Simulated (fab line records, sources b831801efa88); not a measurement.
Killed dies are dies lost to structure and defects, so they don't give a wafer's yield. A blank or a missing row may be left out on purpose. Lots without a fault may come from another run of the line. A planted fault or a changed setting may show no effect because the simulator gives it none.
fab line records | flow gf180mcu
record lots=5 wafers=15 last_day=34
route steps=602 shown V5@561 TOP_METAL@567 PASSIVATION@587
lots that met no fault: from a run of the same line without faults
start_h: hours from the record's first day to the start of the lot's first wafer shown | wait_h: hours since the lot's step before | " the same as in the row above | L1.1+2: a row that stands for several wafers | - no value, or no start given | * or withheld: withheld | < > ~ a bound
route shown NAME@n: a module of which the file shows steps, and the number in the route of the first | usual: mean/standard deviation of fault-free wafers | same: alike in all rows | chamber/n: place in a boat | sites: the reading at each site | _std_site: their standard deviation | _edge_site: outer sites' mean less inner sites' | radius_mm: how far each site lies from the wafer's centre | mask NAME#n: copy n | behind: the tool/chamber that last shaped the wafer | hold: why the lot was held/for how many hours/how that ended | device: the transistor (n, p or np) that didn't switch | end of line: the same wafers' tests at the end of the route | a step without rows: its recipe alone | killed: dies lost to structure and defects at the first sort, not the wafer's yield | map: a wafer's dies, x killed, . not, _ none there
set.NAME: the setting as run; set.NAME@STEP: as run at that earlier step | model.NAME: the simulator's own value behind a step, which no gauge read
lots at some steps of the route; a table a step, a row a wafer
services: from which hour (start_h, from the record's first day; less than 0 if before it) a tool's chamber was out of use, for how many hours, and why
## steps
# step GF_V5_SPUTTER_21
# recipe material=Ti target_thk_nm=15 chamber_pressure_pa=5 power_w=2500 substrate_temp_c=200 time_s=80.02
# usual throttle_valve_pct=30.2/1.3
# columns lot.wafer tool chamber start_h wait_h throttle_valve_pct
L078.3 pvd_sputter-03 - 674.69 0.0 30.1
L078.4 " - " " 30.0
L078.6 " - " " 32.1
L080.3 pvd_sputter-03 - 691.60 0.0 31.9
L080.4 " - " " 31.1
L080.5 " - " " 31.9
L085.1 pvd_sputter-03 - 722.20 0.0 31.7
L085.2 " - " " 31.4
L085.4 " - " " 29.7
L089.1 pvd_sputter-02 - 752.09 0.0 30.7
L089.3 " - " " 30.3
L089.4 " - " " 27.4
L096.2 pvd_sputter-03 - 788.36 0.0 31.1
L096.5 " - " " 30.5
L096.6 " - " " 29.8
# step GF_V5_SPUTTER_22
# recipe material=TiN target_thk_nm=10 chamber_pressure_pa=5 power_w=4000 time_s=40
# usual throttle_valve_pct=30.2/1.2
# columns lot.wafer tool chamber start_h wait_h throttle_valve_pct
L078.3 pvd_sputter-03 - 674.75 0.0 30.1
L078.4 " - " " 30.2
L078.6 " - " " 31.9
L080.3 pvd_sputter-03 - 691.66 0.0 31.9
L080.4 " - " " 31.3
L080.5 " - " " 32.0
L085.1 pvd_sputter-03 - 722.26 0.0 31.6
L085.2 " - " " 31.1
L085.4 " - " " 29.9
L089.1 pvd_sputter-02 - 752.15 0.0 30.4
L089.3 " - " " 29.8
L089.4 " - " " 28.0
L096.2 pvd_sputter-03 - 788.42 0.0 31.3
L096.5 " - " " 30.1
L096.6 " - " " 29.7
# step GF_V5_CVD_23
# recipe material=W target_thk_nm=350 time_s=104.9 temp_c=400 pressure_torr=40
# usual heater_power_w=868/52
# columns lot.wafer tool chamber start_h wait_h heater_power_w
L078.3 cvd_w-02 0 674.83 0.1 830
L078.4 " 1 " " 909
L078.6 " 1 " " 904
L080.3 cvd_w-02 0 691.74 0.1 845
L080.4 " 1 " " 907
L080.5 " 1 " " 908
L085.1 cvd_w-02 0 722.30 0.0 834
L085.2 " 1 " " 921
L085.4 " 0 " " 840
L089.1 cvd_w-01 1 752.19 0.0 809
L089.3 " 0 " " 878
L089.4 " 1 " " 813
L096.2 cvd_w-01 0 788.46 0.0 919
L096.5 " 1 " " 813
L096.6 " 0 " " 902
# step GF_V5_RS_MEAS_24
# recipe thk_meas_gauge=four-point-probe reads=W_of_V5_CVD_23+TiN_of_V5_SPUTTER_22+Ti_of_V5_SPUTTER_21
# usual V5_W_RS=0.323/0.0047
# columns lot.wafer tool chamber start_h wait_h V5_W_RS[ohm/sq]
L078.3 film_metro-04 - 674.94 0.1 0.321
L078.4 " - " " 0.328
L078.6 " - " " 0.328
L080.3 film_metro-04 - 691.85 0.1 0.318
L080.4 " - " " 0.329
L080.5 " - " " 0.332
L085.1 film_metro-03 - 722.41 0.1 0.320
L085.2 " - " " 0.330
L085.4 " - " " 0.314
L089.1 film_metro-03 - 752.30 0.1 0.326
L089.3 " - " " 0.319
L089.4 " - " " 0.325
L096.2 film_metro-02 - 788.59 0.1 0.316
L096.5 " - " " 0.332
L096.6 " - " " 0.323
# step GF_V5_THK_MEAS_25
# recipe thk_meas_gauge=xrf reads=W_of_V5_CVD_23
# usual V5_W_THK=363/6.7
# columns lot.wafer tool chamber start_h wait_h V5_W_THK[nm]
L078.3 film_metro-04 - 675.04 0.1 365
L078.4 " - " " 353
L078.6 " - " " 355
L080.3 film_metro-04 - 691.95 0.1 366
L080.4 " - " " 353
L080.5 " - " " 352
L085.1 film_metro-03 - 722.53 0.1 372
L085.2 " - " " 363
L085.4 " - " " 379
L089.1 film_metro-03 - 752.42 0.1 365
L089.3 " - " " 369
L089.4 " - " " 363
L096.2 film_metro-02 - 788.70 0.1 371
L096.5 " - " " 354
L096.6 " - " " 364
# step GF_V5_CMP_26
# recipe stop_on=SiO2 down_force_psi=3.5 platen_rpm=60 t_overpolish_s=15 target_thk_nm=0 pad_velocity_m_s=0.94248
# usual edge_zone_pressure_frac=1.000/0.0047 motor_current_A=11.2/0.65 overpolish_run_s=15.001/0.0092 time_to_endpoint_s=85/3.9
# columns lot.wafer tool chamber start_h wait_h edge_zone_pressure_frac motor_current_A overpolish_run_s time_to_endpoint_s
L078.3 cmp-02 2 675.08 0.0 0.996 10.7 14.999 85
L078.4 " 0 " " 0.998 10.3 14.999 82
L078.6 " 3 " " 1.005 11.6 15.008 87
L080.4 cmp-01 3 692.24 0.3 0.999 11.9 15.022 85
L080.3 " 0 " " 0.991 11.3 14.989 87
L080.5 " 3 " " 1.002 11.8 14.999 85
L085.4 cmp-02 0 722.71 0.1 1.008 10.2 15.005 85
L085.2 " 1 " " 0.999 11.1 14.993 84
L085.1 " 2 " " 0.998 10.5 15.020 84
L089.3 cmp-01 1 752.59 0.1 1.005 12.3 15.005 86
L089.4 " 2 " " 1.005 11.7 15.005 79
L089.1 " 3 " " 1.003 11.0 15.011 86
L096.2 cmp-02 3 788.75 0.0 1.006 11.5 15.011 90
L096.5 " 3 " " 0.998 11.6 15.001 88
L096.6 " 0 " " 1.001 10.3 14.993 82
# step GF_TOP_METAL_SPUTTER_00
# recipe material=Ti target_thk_nm=37.5 arriving_ion_energy_ev=80 substrate_temp_c=200 chamber_pressure_pa=2 power_w=4000 time_s=150
# usual throttle_valve_pct=30.2/1.4
# columns lot.wafer tool chamber start_h wait_h throttle_valve_pct
L078.3 pvd_sputter-01 - 675.38 0.2 27.8
L078.4 " - " " 31.8
L078.6 " - " " 30.4
L080.3 pvd_sputter-01 - 692.49 0.1 30.2
L080.4 " - " " 28.1
L080.5 " - " " 32.0
L085.1 pvd_sputter-04 - 723.03 0.2 29.0
L085.2 " - " " 32.0
L085.4 " - " " 30.0
L089.1 pvd_sputter-03 - 752.84 0.1 29.9
L089.3 " - " " 29.9
L089.4 " - " " 31.2
L096.2 pvd_sputter-04 - 789.05 0.2 30.1
L096.5 " - " " 30.1
L096.6 " - " " 28.1
# step GF_TOP_METAL_SPUTTER_01
# recipe material=TiN target_thk_nm=30 power_w=6500 time_s=25 chamber_pressure_pa=0.4
# usual throttle_valve_pct=30.2/1.4
# columns lot.wafer tool chamber start_h wait_h throttle_valve_pct
L078.3 pvd_sputter-01 - 675.48 0.1 27.9
L078.4 " - " " 32.0
L078.6 " - " " 30.6
L080.3 pvd_sputter-01 - 692.59 0.1 30.5
L080.4 " - " " 28.0
L080.5 " - " " 31.9
L085.1 pvd_sputter-04 - 723.13 0.1 28.7
L085.2 " - " " 31.7
L085.4 " - " " 29.9
L089.1 pvd_sputter-03 - 752.94 0.1 30.1
L089.3 " - " " 30.1
L089.4 " - " " 31.0
L096.2 pvd_sputter-04 - 789.15 0.1 29.9
L096.5 " - " " 30.0
L096.6 " - " " 28.0
# step GF_TOP_METAL_SPUTTER_02
# recipe material=AlCu target_thk_nm=900 power_w=10600 chamber_pressure_pa=0.3 substrate_temp_c=250 gas=Ar time_s=47.82
# usual throttle_valve_pct=30.2/1.4
# columns lot.wafer tool chamber start_h wait_h throttle_valve_pct
L078.3 pvd_sputter-01 - 675.51 0.0 28.1
L078.4 " - " " 31.6
L078.6 " - " " 30.4
L080.3 pvd_sputter-01 - 692.62 0.0 30.6
L080.4 " - " " 28.1
L080.5 " - " " 32.0
L085.1 pvd_sputter-04 - 723.16 0.0 29.0
L085.2 " - " " 32.0
L085.4 " - " " 30.0
L089.1 pvd_sputter-03 - 752.97 0.0 29.7
L089.3 " - " " 30.3
L089.4 " - " " 31.1
L096.2 pvd_sputter-04 - 789.19 0.0 30.0
L096.5 " - " " 29.9
L096.6 " - " " 28.2
# step GF_TOP_METAL_SPUTTER_03
# recipe material=Ti target_thk_nm=5 substrate_temp_c=300 chamber_pressure_pa=0.3 power_w=3000 time_s=3.3
# usual throttle_valve_pct=30.2/1.4
# columns lot.wafer tool chamber start_h wait_h throttle_valve_pct
L078.3 pvd_sputter-01 - 675.56 0.0 28.1
L078.4 " - " " 31.8
L078.6 " - " " 30.6
L080.3 pvd_sputter-01 - 692.67 0.0 30.6
L080.4 " - " " 28.2
L080.5 " - " " 31.9
L085.1 pvd_sputter-04 - 723.20 0.0 28.9
L085.2 " - " " 31.8
L085.4 " - " " 29.9
L089.1 pvd_sputter-03 - 753.02 0.0 29.7
L089.3 " - " " 30.1
L089.4 " - " " 31.0
L096.2 pvd_sputter-04 - 789.23 0.0 30.2
L096.5 " - " " 30.1
L096.6 " - " " 28.1
# step GF_TOP_METAL_SPUTTER_04
# recipe material=TiN target_thk_nm=25 power_w=6500 time_s=20.8 chamber_pressure_pa=0.4
# usual throttle_valve_pct=30.2/1.4
# columns lot.wafer tool chamber start_h wait_h throttle_valve_pct
L078.3 pvd_sputter-01 - 675.58 0.0 28.3
L078.4 " - " " 32.2
L078.6 " - " " 30.6
L080.3 pvd_sputter-01 - 692.69 0.0 30.7
L080.4 " - " " 27.9
L080.5 " - " " 32.0
L085.1 pvd_sputter-04 - 723.22 0.0 28.6
L085.2 " - " " 32.3
L085.4 " - " " 30.2
L089.1 pvd_sputter-03 - 753.03 0.0 29.7
L089.3 " - " " 30.2
L089.4 " - " " 31.3
L096.2 pvd_sputter-04 - 789.25 0.0 30.0
L096.5 " - " " 29.8
L096.6 " - " " 28.2
# step GF_TOP_METAL_RS_MEAS_05
# recipe thk_meas_gauge=four-point-probe reads=TiN_of_TOP_METAL_SPUTTER_04+Ti_of_TOP_METAL_SPUTTER_03+AlCu_of_TOP_METAL_SPUTTER_02+TiN_of_TOP_METAL_SPUTTER_01+Ti_of_TOP_METAL_SPUTTER_00
# usual TOP_METAL_ALCU_RS=0.0327/0.00035
# columns lot.wafer tool chamber start_h wait_h TOP_METAL_ALCU_RS[ohm/sq]
L078.3 film_metro-02 - 675.70 0.1 0.0325
L078.4 " - " " 0.0325
L078.6 " - " " 0.0324
L080.3 film_metro-04 - 692.75 0.1 0.0328
L080.4 " - " " 0.0324
L080.5 " - " " 0.0324
L085.1 film_metro-01 - 723.25 0.0 0.0334
L085.2 " - " " 0.0333
L085.4 " - " " 0.0338
L089.1 film_metro-04 - 753.06 0.0 0.0335
L089.3 " - " " 0.0327
L089.4 " - " " 0.0334
L096.2 film_metro-04 - 789.30 0.0 0.0327
L096.5 " - " " 0.0328
L096.6 " - " " 0.0320
# step GF_TOP_METAL_THK_MEAS_06
# recipe thk_meas_gauge=xrf reads=AlCu_of_TOP_METAL_SPUTTER_02
# usual TOP_METAL_ALCU_THK=883/11
# columns lot.wafer tool chamber start_h wait_h TOP_METAL_ALCU_THK[nm]
L078.3 film_metro-02 - 675.80 0.1 895
L078.4 " - " " 895
L078.6 " - " " 902
L080.3 film_metro-04 - 692.85 0.1 873
L080.4 " - " " 882
L080.5 " - " " 877
L085.1 film_metro-01 - 723.37 0.1 868
L085.2 " - " " 868
L085.4 " - " " 859
L089.1 film_metro-04 - 753.18 0.1 852
L089.3 " - " " 878
L089.4 " - " " 859
L096.2 film_metro-04 - 789.41 0.1 870
L096.5 " - " " 870
L096.6 " - " " 884
# step GF_TOP_METAL_DEHYDRATE_07
# recipe temp_c=200 time_s=60
# usual exhaust_pa=45.1/0.88
# columns lot.wafer tool chamber start_h wait_h exhaust_pa
L078.3 litho_track-03 0 684.52 8.7 45.6
L078.4 " 0 " " 44.2
L078.6 " 0 " " 44.9
L080.3 litho_track-02 0 701.76 8.9 43.8
L080.4 " 0 " " 44.5
L080.5 " 0 " " 44.8
L085.1 litho_track-01 0 732.01 8.6 44.9
L085.2 " 0 " " 46.8
L085.4 " 0 " " 44.9
L089.1 litho_track-03 0 760.37 7.2 44.3
L089.3 " 0 " " 45.2
L089.4 " 0 " " 45.0
L096.2 litho_track-02 0 796.14 6.7 44.8
L096.5 " 0 " " 44.9
L096.6 " 0 " " 46.3
# step GF_TOP_METAL_HMDS_08
# recipe prime_time_s=60 prime_temp_c=120
# usual exhaust_pa=45.0/0.9
# columns lot.wafer tool chamber start_h wait_h exhaust_pa
L078.3 litho_track-03 0 684.67 0.1 45.7
L078.4 " 0 " " 44.8
L078.6 " 0 " " 44.5
L080.3 litho_track-02 0 701.91 0.1 44.3
L080.4 " 0 " " 44.4
L080.5 " 0 " " 44.3
L085.1 litho_track-01 0 732.16 0.1 45.1
L085.2 " 0 " " 44.4
L085.4 " 0 " " 45.6
L089.1 litho_track-03 0 760.52 0.1 45.3
L089.3 " 0 " " 46.0
L089.4 " 0 " " 44.5
L096.2 litho_track-02 0 796.29 0.1 44.1
L096.5 " 0 " " 44.5
L096.6 " 0 " " 44.7
# step GF_TOP_METAL_COAT_09
# recipe resist=NOVOLAK spin_rpm=3000 resist_thk_nm=1500
# usual exhaust_pa=44.9/0.85
# columns lot.wafer tool chamber start_h wait_h exhaust_pa
L078.3 litho_track-03 0 684.82 0.1 44.6
L078.4 " 0 " " 45.0
L078.6 " 0 " " 44.3
L080.3 litho_track-02 0 702.06 0.1 43.4
L080.4 " 0 " " 44.8
L080.5 " 0 " " 43.5
L085.1 litho_track-01 0 732.31 0.1 45.4
L085.2 " 0 " " 44.8
L085.4 " 0 " " 44.8
L089.1 litho_track-03 0 760.67 0.1 44.7
L089.3 " 0 " " 43.4
L089.4 " 0 " " 45.5
L096.2 litho_track-02 0 796.44 0.1 44.3
L096.5 " 0 " " 45.2
L096.6 " 0 " " 44.8
# step GF_TOP_METAL_SOFTBAKE_10
# recipe temp_c=90 time_s=60 resist=NOVOLAK
# usual exhaust_pa=44.8/0.9
# columns lot.wafer tool chamber start_h wait_h exhaust_pa
L078.3 litho_track-03 0 684.97 0.1 46.3
L078.4 " 0 " " 45.9
L078.6 " 0 " " 46.4
L080.3 litho_track-02 0 702.21 0.1 45.0
L080.4 " 0 " " 44.6
L080.5 " 0 " " 44.8
L085.1 litho_track-01 0 732.46 0.1 44.8
L085.2 " 0 " " 43.9
L085.4 " 0 " " 44.0
L089.1 litho_track-03 0 760.82 0.1 45.5
L089.3 " 0 " " 44.1
L089.4 " 0 " " 45.1
L096.2 litho_track-02 0 796.59 0.1 44.1
L096.5 " 0 " " 44.7
L096.6 " 0 " " 43.9
# step GF_TOP_METAL_EXPOSE_11
# recipe mask_id=MetalTop target_cd_nm=440 na=0.6 source_shape=conventional sigma_outer=0.6 dose_mj=170
# usual exposure_dose_mJ_cm2=170.07/0.21
# columns lot.wafer tool chamber start_h wait_h mask exposure_dose_mJ_cm2
L078.3 iline_stepper-02 0 - - MetalTop#0 170.04
L078.4 " 0 " " MetalTop#0 170.27
L078.6 " 0 " " MetalTop#0 170.33
L080.3 iline_stepper-01 0 - - MetalTop#0 169.85
L080.4 " 0 " " MetalTop#0 169.67
L080.5 " 0 " " MetalTop#0 169.93
L085.1 iline_stepper-02 0 - - MetalTop#0 170.05
L085.2 " 0 " " MetalTop#0 170.25
L085.4 " 0 " " MetalTop#0 170.14
L089.1 iline_stepper-01 0 - - MetalTop#0 170.14
L089.3 " 0 " " MetalTop#0 169.94
L089.4 " 0 " " MetalTop#0 169.86
L096.2 iline_stepper-01 0 - - MetalTop#0 170.18
L096.5 " 0 " " MetalTop#0 170.07
L096.6 " 0 " " MetalTop#0 169.98
# step GF_TOP_METAL_PEB_12
# recipe temp_c=withheld time_s=* resist=NOVOLAK
# usual exhaust_pa=44.9/0.91
# columns lot.wafer tool chamber start_h wait_h exhaust_pa
L078.3 litho_track-03 0 - - 46.0
L078.4 " 0 " " 45.5
L078.6 " 0 " " 46.8
L080.3 litho_track-01 0 - - 44.9
L080.4 " 0 " " 46.0
L080.5 " 0 " " 45.8
L085.1 litho_track-03 0 - - 44.6
L085.2 " 0 " " 45.8
L085.4 " 0 " " 46.3
L089.1 litho_track-02 0 - - 45.4
L089.3 " 0 " " 44.4
L089.4 " 0 " " 46.0
L096.2 litho_track-01 0 - - 44.7
L096.5 " 0 " " 44.2
L096.6 " 0 " " 43.8
# step GF_TOP_METAL_DEVELOP_13
# recipe develop_time_s=60 dev_temp_c=23
# usual exhaust_pa=45.1/0.95
# same develop_time_s=60
# columns lot.wafer tool chamber start_h wait_h exhaust_pa
L078.3 litho_track-03 0 694.32 0.1 44.3
L078.4 " 0 " " 46.0
L078.6 " 0 " " 44.9
L080.3 litho_track-01 0 711.66 0.1 47.6
L080.4 " 0 " " 47.0
L080.5 " 0 " " 46.8
L085.1 litho_track-03 0 740.42 0.1 46.3
L085.2 " 0 " " 44.1
L085.4 " 0 " " 46.8
L089.1 litho_track-02 0 769.36 0.1 46.6
L089.3 " 0 " " 44.9
L089.4 " 0 " " 46.1
L096.2 litho_track-01 0 803.94 0.1 45.9
L096.5 " 0 " " 45.6
L096.6 " 0 " " 45.0
# step GF_TOP_METAL_CD_MEAS_14
# recipe target_cd_nm=440
# usual cd_nm=439.8/2
# columns lot.wafer tool chamber start_h wait_h cd_nm
L078.3 cd_sem-01 - 694.46 0.1 439.8
L078.4 " - " " 440.9
L078.6 " - " " 442.1
L080.3 cd_sem-01 - 711.80 0.1 441.1
L080.4 " - " " 437.8
L080.5 " - " " 440.1
L085.1 cd_sem-01 - 740.57 0.1 441.9
L085.2 " - " " 439.9
L085.4 " - " " 442.5
L089.1 cd_sem-01 - 769.51 0.1 439.9
L089.3 " - " " 439.7
L089.4 " - " " 441.5
L096.2 cd_sem-01 - 804.56 0.6 444.6
L096.5 " - " " 439.4
L096.6 " - " " 437.1
# step GF_TOP_METAL_OVL_MEAS_15
# usual TOP_METAL_OVL=-0.2/1.2
# columns lot.wafer tool chamber start_h wait_h TOP_METAL_OVL[nm]
L078.3 overlay-01 - 694.55 0.1 -0.5
L078.4 " - " " -0.4
L078.6 " - " " 1.2
L080.3 overlay-02 - 711.90 0.1 0.0
L080.4 " - " " 2.1
L080.5 " - " " 0.6
L085.1 overlay-01 - 740.69 0.1 0.6
L085.2 " - " " 1.6
L085.4 " - " " 0.5
L089.1 overlay-01 - 769.63 0.1 -2.2
L089.3 " - " " -0.4
L089.4 " - " " -0.1
L096.2 overlay-02 - 804.67 0.1 -2.7
L096.5 " - " " 0.3
L096.6 " - " " -1.7
# step GF_TOP_METAL_METAL_ETCH_16
# recipe chemistry=Cl2/BCl3 mask_material=NOVOLAK target_depth_nm=1197 stop_on=SiO2 pressure_mtorr=8 icp_w=800 bias_w=140 Cl2_flow_sccm=80 bcl3_flow_sccm=40 time_s=199.5
# usual drypump_motor_current_A=5.77/0.28 oes_product_au=0.995/0.0053 throttle_valve_pct=28.225/0.0087
# columns lot.wafer tool chamber start_h wait_h drypump_motor_current_A oes_product_au rf_hours_counter_h throttle_valve_pct
L078.3 rie_metal-03 1 694.64 0.1 5.59 0.987 - 28.234
L078.4 " 0 " " 6.30 0.998 - 28.233
L078.6 " 0 " " 6.31 1.002 - 28.223
L080.3 rie_metal-03 0 711.98 0.1 6.30 0.997 - 28.229
L080.4 " 1 " " 5.59 0.996 - 28.232
L080.5 " 1 " " 5.62 1.000 - 28.234
L085.1 rie_metal-01 0 740.72 0.0 6.16 0.988 9 28.233
L085.2 " 1 " " 5.34 0.995 5 28.224
L085.4 " 0 " " 6.18 1.002 - 28.224
L089.1 rie_metal-04 0 769.67 0.0 5.69 0.999 13 28.225
L089.3 " 1 " " 5.79 0.990 - 28.220
L089.4 " 0 " " 5.71 1.002 - 28.232
L096.2 rie_metal-04 0 804.70 0.0 5.69 1.002 16 28.225
L096.5 " 1 " " 5.78 1.002 - 28.222
L096.6 " 0 " " 5.69 0.997 - 28.217
# step GF_TOP_METAL_STRIP_17
# recipe chemistry=O2/N2 power_w=1400 pressure_mtorr=1500 platen_temp_c=250 o2_flow_sccm=3000 n2_flow_sccm=300 overash_fraction=0.5
# usual drypump_motor_current_A=6.0/0.48 heater_power_w=325/36 oes_product_au=0.710/0.0045 strip_time_to_endpoint_s=12.82/0.066
# columns lot.wafer tool chamber start_h wait_h drypump_motor_current_A heater_power_w oes_product_au rf_hours_counter_h strip_time_to_endpoint_s
L078.3 plasma_asher-02 1 694.80 0.1 6.5 276 0.710 - 12.91
L078.4 " 0 " " 5.8 304 0.707 - 12.82
L078.6 " 1 " " 6.4 280 0.710 - 12.86
L080.3 plasma_asher-03 0 712.14 0.1 6.6 286 0.702 - 12.78
L080.4 " 1 " " 5.7 374 0.710 - 12.83
L080.5 " 1 " " 5.7 378 0.709 - 12.83
L085.1 plasma_asher-01 0 740.91 0.1 5.3 329 0.719 62 12.86
L085.2 " 1 " " 6.5 370 0.707 62 12.87
L085.4 " 1 " " 6.4 369 0.709 - 12.86
L089.1 plasma_asher-01 1 769.86 0.1 6.4 376 0.706 65 12.81
L089.3 " 0 " " 5.3 332 0.715 - 12.82
L089.4 " 1 " " 6.5 365 0.711 - 12.81
L096.2 plasma_asher-03 1 804.89 0.1 5.7 378 0.698 42 12.77
L096.5 " 1 " " 5.7 378 0.712 - 12.79
L096.6 " 0 " " 6.6 283 0.709 - 12.77
# step GF_TOP_METAL_STRIP_18
# recipe chemistry=post_etch_residue_remover time_s=1200 temp_c=72.5
# usual bath_guard_temp_C=72.0/0.79
# columns lot.wafer tool chamber start_h wait_h bath_guard_temp_C
L078.3 wet_bench-01 1 694.86 0.0 70.9
L078.4 " 1 " " 71.2
L078.6 " 1 " " 71.1
L080.3 wet_bench-01 2 712.21 0.0 72.8
L080.4 " 2 " " 73.2
L080.5 " 2 " " 72.6
L085.1 wet_bench-01 2 741.01 0.1 72.8
L085.2 " 2 " " 73.2
L085.4 " 2 " " 72.8
L089.1 wet_bench-01 2 769.96 0.1 72.6
L089.3 " 2 " " 72.8
L089.4 " 2 " " 73.0
L096.2 wet_bench-03 3 805.00 0.1 73.0
L096.5 " 3 " " 73.0
L096.6 " 3 " " 72.8
# step GF_TOP_METAL_CLEAN_19
# recipe chemistry=DIW dry=n2_spin
# columns lot.wafer tool chamber start_h wait_h
L078.3+4+6 wet_bench-04 2 695.24 0.0
L080.3+4+5 wet_bench-01 2 712.55 0.0
L085.1+2+4 wet_bench-04 1 741.36 0.0
L089.1+3+4 wet_bench-03 0 770.30 0.0
L096.2+5+6 wet_bench-04 2 805.34 0.0
# step GF_PASSIVATION_CVD_00
# recipe material=SiO2 target_thk_nm=1000 precursor=TEOS temp_c=400 time_s=111.95 rf_w=600
# usual heater_power_w=702/120
# columns lot.wafer tool chamber start_h wait_h heater_power_w
L078.3 pecvd-03 2 695.34 0.0 751
L078.4 " 2 " " 643
L078.6 " 1 " " 714
L080.3 pecvd-02 2 712.64 0.0 696
L080.4 " 2 " " 777
L080.5 " 1 " " 697
L085.1 pecvd-01 0 741.45 0.0 727
L085.2 " 2 " " 906
L085.4 " 1 " " 512
L089.1 pecvd-01 1 770.39 0.0 572
L089.3 " 2 " " 797
L089.4 " 0 " " 840
L096.2 pecvd-02 0 805.43 0.0 519
L096.5 " 1 " " 840
L096.6 " 0 " " 606
# step GF_PASSIVATION_THK_MEAS_01
# recipe reads=SiO2_of_PASSIVATION_CVD_00
# usual PASSIVATION_CVD_00_THK=996/15
# columns lot.wafer tool chamber start_h wait_h PASSIVATION_CVD_00_THK[nm]
L078.3 film_metro-01 - 695.44 0.1 976
L078.4 " - " " 1007
L078.6 " - " " 990
L080.3 film_metro-02 - 712.74 0.1 998
L080.4 " - " " 1018
L080.5 " - " " 997
L085.1 film_metro-01 - 741.53 0.0 959
L085.2 " - " " 978
L085.4 " - " " 1003
L089.1 film_metro-02 - 770.47 0.0 1011
L089.3 " - " " 1011
L089.4 " - " " 1007
L096.2 film_metro-03 - 805.52 0.0 971
L096.5 " - " " 969
L096.6 " - " " 980
# step GF_PASSIVATION_CVD_02
# recipe material=Si3N4 target_thk_nm=700 time_s=486.18 temp_c=400 rf_w=450
# usual heater_power_w=766/130
# columns lot.wafer tool chamber start_h wait_h heater_power_w
L078.3 pecvd-02 1 695.48 0.0 811
L078.4 " 2 " " 849
L078.6 " 0 " " 574
L080.3 pecvd-01 0 712.78 0.0 734
L080.4 " 2 " " 975
L080.5 " 0 " " 783
L085.1 pecvd-03 2 741.59 0.1 768
L085.2 " 0 " " 620
L085.4 " 2 " " 786
L089.1 pecvd-02 2 770.53 0.1 886
L089.3 " 1 " " 913
L089.4 " 0 " " 574
L096.2 pecvd-03 1 805.57 0.0 681
L096.5 " 2 " " 795
L096.6 " 1 " " 716
# step GF_PASSIVATION_THK_MEAS_03
# recipe reads=Si3N4_of_PASSIVATION_CVD_02
# usual PASSIVATION_CVD_02_THK=700/9
# columns lot.wafer tool chamber start_h wait_h PASSIVATION_CVD_02_THK[nm]
L078.3 film_metro-02 - 695.78 0.2 693
L078.4 " - " " 707
L078.6 " - " " 699
L080.3 film_metro-03 - 713.09 0.2 697
L080.4 " - " " 702
L080.5 " - " " 711
L085.1 film_metro-02 - 741.87 0.1 698
L085.2 " - " " 714
L085.4 " - " " 712
L089.1 film_metro-03 - 770.82 0.1 681
L089.3 " - " " 695
L089.4 " - " " 693
L096.2 film_metro-03 - 805.87 0.2 698
L096.5 " - " " 696
L096.6 " - " " 714
# step GF_PASSIVATION_DEHYDRATE_04
# recipe temp_c=200 time_s=60
# usual exhaust_pa=44.8/0.81
# columns lot.wafer tool chamber start_h wait_h exhaust_pa
L078.3 litho_track-01 0 704.61 8.8 45.1
L078.4 " 0 " " 45.7
L078.6 " 0 " " 45.7
L080.3 litho_track-03 0 721.32 8.2 45.7
L080.4 " 0 " " 45.1
L080.5 " 0 " " 46.2
L085.1 litho_track-03 0 750.32 8.4 44.2
L085.2 " 0 " " 44.4
L085.4 " 0 " " 43.8
L089.1 litho_track-04 0 778.10 7.3 45.6
L089.3 " 0 " " 45.5
L089.4 " 0 " " 44.7
L096.2 litho_track-03 0 811.99 6.1 45.6
L096.5 " 0 " " 44.4
L096.6 " 0 " " 45.3
# step GF_PASSIVATION_HMDS_05
# recipe prime_time_s=60 prime_temp_c=120
# usual exhaust_pa=45.1/0.79
# columns lot.wafer tool chamber start_h wait_h exhaust_pa
L078.3 litho_track-01 0 704.76 0.1 45.0
L078.4 " 0 " " 44.4
L078.6 " 0 " " 44.0
L080.3 litho_track-03 0 721.47 0.1 45.3
L080.4 " 0 " " 43.2
L080.5 " 0 " " 45.0
L085.1 litho_track-03 0 750.47 0.1 45.5
L085.2 " 0 " " 46.1
L085.4 " 0 " " 45.1
L089.1 litho_track-04 0 778.25 0.1 46.3
L089.3 " 0 " " 45.5
L089.4 " 0 " " 45.6
L096.2 litho_track-03 0 812.14 0.1 45.6
L096.5 " 0 " " 46.3
L096.6 " 0 " " 45.8
# step GF_PASSIVATION_COAT_06
# recipe spin_rpm=2000 resist_thk_nm=4000
# usual exhaust_pa=45.1/0.91
# columns lot.wafer tool chamber start_h wait_h exhaust_pa
L078.3 litho_track-01 0 704.91 0.1 44.5
L078.4 " 0 " " 44.0
L078.6 " 0 " " 44.9
L080.3 litho_track-03 0 721.62 0.1 46.7
L080.4 " 0 " " 45.4
L080.5 " 0 " " 44.9
L085.1 litho_track-03 0 750.62 0.1 46.1
L085.2 " 0 " " 46.8
L085.4 " 0 " " 46.4
L089.1 litho_track-04 0 778.40 0.1 45.7
L089.3 " 0 " " 44.8
L089.4 " 0 " " 46.4
L096.2 litho_track-03 0 812.29 0.1 45.4
L096.5 " 0 " " 44.7
L096.6 " 0 " " 45.3
# step GF_PASSIVATION_SOFTBAKE_07
# recipe temp_c=110 time_s=withheld
# usual exhaust_pa=45.1/0.87
# columns lot.wafer tool chamber start_h wait_h exhaust_pa
L078.3 litho_track-01 0 705.08 0.1 46.0
L078.4 " 0 " " 46.3
L078.6 " 0 " " 44.4
L080.3 litho_track-03 0 721.78 0.1 44.7
L080.4 " 0 " " 45.9
L080.5 " 0 " " 45.9
L085.1 litho_track-03 0 750.77 0.1 44.6
L085.2 " 0 " " 44.6
L085.4 " 0 " " 44.3
L089.1 litho_track-04 0 778.55 0.1 45.7
L089.3 " 0 " " 45.9
L089.4 " 0 " " 45.0
L096.2 litho_track-03 0 812.45 0.1 44.5
L096.5 " 0 " " 45.9
L096.6 " 0 " " 44.0
## services
# columns tool chamber start_h hours kind
cmp-01 - 655.27 5.2 pm
cvd_w-01 - 656.10 2.8 pm
cmp-01 - 663.66 3.0 repair
pecvd-02 - 665.38 4.3 pm
wet_bench-01 - 678.56 0.6 repair
cmp-02 - 685.00 13.5 pm
rie_metal-03 - 689.96 2.8 pm
cvd_w-01 0 694.54 12.0 repair
iline_stepper-02 - 697.50 29.0 repair
cmp-01 - 701.37 0.8 repair
pecvd-01 2 704.99 5.9 repair
pecvd-02 - 720.64 0.7 repair
cmp-02 - 723.14 4.0 repair
iline_stepper-01 - 731.15 2.1 pm
cmp-02 - 737.66 1.0 repair
iline_stepper-01 - 741.33 1.7 pm
cmp-02 - 748.59 4.0 pm
cvd_w-02 1 754.65 18.4 repair
cvd_w-02 - 756.17 2.8 pm
cvd_w-02 0 767.25 6.5 repair
pvd_sputter-01 - 771.48 11.4 repair
cmp-02 - 772.21 0.3 repair
pecvd-01 - 799.38 14.0 pm
cvd_w-02 - 802.87 1.1 repair
## key
fault none
